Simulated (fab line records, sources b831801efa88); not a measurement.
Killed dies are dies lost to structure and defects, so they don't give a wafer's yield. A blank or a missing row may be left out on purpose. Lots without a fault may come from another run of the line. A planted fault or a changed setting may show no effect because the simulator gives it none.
Problem report in the 8D (eight disciplines) form, filled by code | flow gf180mcu | the parts of the form that need people (team, actions taken, sign-off) are left out

1. THE PROBLEM
MVPSD_RS at GF_VT_IMPLANT_RS_MEAS_49 reads a mean of 1192.5 ohm/sq on 6 wafers of 2 lots; wafers without a fault read 1170.0 ohm/sq with a standard deviation of 2.6. That is +8.6 standard deviations from the usual mean.
The step: measures by four-point-probe.
First seen on wafer L958.2, day 8 18:44, on film_metro-02. The record holds 39 wafers of 13 lots with a number at this step. Rule for "out", or "out of limits": more than 4 standard deviations from the usual mean. The other wafers with a number count as sound.

2. WHAT IT IS AND WHAT IT IS NOT
question                    | is                           | is not
which readings at this step | MVPSD_RS                     | -
which lots                  | L958, L959                   | L953, L955, L956, L962, L966, L969, L971, L972, L973, L974, L975
which wafers of those lots  | all that have a number       | -
read on which gauges        | film_metro-01, film_metro-02 | film_metro-04
when                        | from day 8 18:44             | up to then (9 sound wafers); but 24 sound wafers of L962, L966, L969, L971, L972, L973, L974, L975 came after

3. SUSPECTS, AND WHAT RULES EACH OUT
Counting: a tool at a process step up to the reading stays a suspect if it ran every lot that is out and no sound lot after the first of them.
- the gauge at GF_VT_IMPLANT_RS_MEAS_49: ruled out. The wafers that are out were read on 2 gauges (film_metro-01, film_metro-02).
- implanter-03 at GF_MVPSD_IMPLANT_09: ruled out as a lasting fault. Sound lots L972 ran on it after its first lot that is out, L958 (day 6 01:04).
Left after counting: nothing in the record.

4. THE CAUSE (what the simulator had put in)
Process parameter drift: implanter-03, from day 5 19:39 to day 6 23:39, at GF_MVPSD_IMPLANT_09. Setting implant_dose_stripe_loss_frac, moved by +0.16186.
Counting ruled it out, wrongly: the rule takes a fault to strike every lot that its tool runs from its start on, and this one did not.

5. THE CHAIN OF EFFECTS, in route order
Each row: a reading whose mean over the struck wafers that have a number lies more than 3 standard deviations from the usual. Only readings for which the record gives a usual standard deviation are gone through. hours: the time from each lot's start at the first step in this table that gives one to its start at this step, as a median over the lots. sigmas: the change in usual standard deviations.
hours | step                     | reading  | usual         | on struck wafers | change | sigmas
0     | GF_VT_IMPLANT_RS_MEAS_49 | MVPSD_RS | 1170.0 ohm/sq | 1192.5           | +22.5  | +8.6
Later measuring or inspecting steps at which every struck wafer that the step has a row for has a number for every such reading, and none has moved that far: GF_HV_LDD_OVL_MEAS_08, GF_SAB_OVL_MEAS_10.

6. WHAT WOULD HAVE CAUGHT IT SOONER
In this record the first reading out of limits at a measuring or inspecting step was taken at day 8 18:44, 71 hours after the fault began at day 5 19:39.
